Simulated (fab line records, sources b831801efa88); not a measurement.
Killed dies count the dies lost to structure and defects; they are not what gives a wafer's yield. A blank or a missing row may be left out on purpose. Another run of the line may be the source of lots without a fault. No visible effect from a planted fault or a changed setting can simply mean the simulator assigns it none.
8D (eight disciplines) problem report, filled in by code	flow gf180mcu	the parts of the form that need people (team, actions taken, sign-off) are left out

1. THE ISSUE
HV_LDD_CVD_56_THK at GF_HV_LDD_THK_MEAS_57 reads a mean of 96.5 nm on 6 wafers of 2 lots; wafers without a fault read 89.8 nm with a standard deviation of 0.78. Relative to the usual mean, that is a shift of +8.6 standard deviations.
The first sign was on wafer L608.2 at day 16 21:57, on film-metro-04. The record holds 39 wafers of 13 lots with a number at this step. Rule for "out" (also "out of limits"): further than 4 standard deviations from the usual mean. All remaining wafers that have a number are taken as sound.

2. WHAT IT IS AND WHAT IT IS NOT
question	is	is not
which readings at this step	HV_LDD_CVD_56_THK	-
which lots	L608, L609	L595, L596, L597, L598, L599, L600, L601, L606, L611, L612, L618
which wafers of those lots	all that have a number	-
read on which gauges	film-metro-04	film-metro-01, film-metro-02
when	from day 16 21:57	up to then (24 sound wafers); but 9 sound wafers of L611, L612, L618 came after

3. THE SUSPECTS, EACH WITH WHAT RULES IT OUT
Counting: any tool at a process step up to the reading is kept as a suspect provided that every lot that is out went through it and no sound lot did after the first of them.
- the gauge at GF_HV_LDD_THK_MEAS_57 has been ruled out. All the wafers that are out were read on film-metro-04, but those of them that GF_HV_LDD_ETCHBACK_58 has rows for are out there too, on other tools.
- lpcvd-02 at GF_HV_LDD_CVD_56 (deposits Si3N4 from DCS/NH3, target thk 90 nm, time 1543 s): kept. It processed each lot that is out, first L608 at day 16 20:31, and no sound lot thereafter; up to then, the last sound lot it processed was L606 at day 16 05:50.
Remaining after the count: lpcvd-02 at GF_HV_LDD_CVD_56.

4. THE CAUSE (what the simulator had put in)
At GF_HV_LDD_CVD_56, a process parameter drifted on lpcvd-02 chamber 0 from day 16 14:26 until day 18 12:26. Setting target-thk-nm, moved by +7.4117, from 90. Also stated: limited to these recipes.
This tool alone remained once counting was done.

5. THE CHAIN OF EFFECTS, in route order
Each row: a reading where the mean over the struck wafers with a number is more than 3 standard deviations away from the usual. Only readings for which the record gives a usual standard deviation are gone through. hours: the time from each lot's start at the first step in this table that gives one to its start at this step, as a median over the lots. sigmas: the change in usual standard deviations.
hours	step	reading	usual	on struck wafers	change	sigmas
0	GF_HV_LDD_THK_MEAS_57	HV_LDD_CVD_56_THK	89.8 nm	96.5	+6.7	+8.6
0	GF_HV_LDD_ETCHBACK_58	oes-product-au	0.841 a.u.	0.876	+0.035	+5.9
The process steps in it:
- GF_HV_LDD_ETCHBACK_58: etches Si3N4 in CH3F/O2, stops on SiO2, time 100 s, target depth 90 nm.
Later steps that measure or inspect, where all struck wafers having a row at the step show a number for every such reading and not one has moved that far: GF_V2_BOW_MEAS_05, GF_M3_OVL_MEAS_15.

6. HOW IT WOULD HAVE BEEN CAUGHT EARLIER
Counted from the fault's start at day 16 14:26, it took 8 hours until the first out-of-limits reading at a measuring or inspecting step in this record, taken at day 16 21:57.
Of the lots that are out (2), L609 began GF_HV_LDD_CVD_56 on lpcvd-02 after day 16 21:57. A hold on the tool at that time would have spared it.
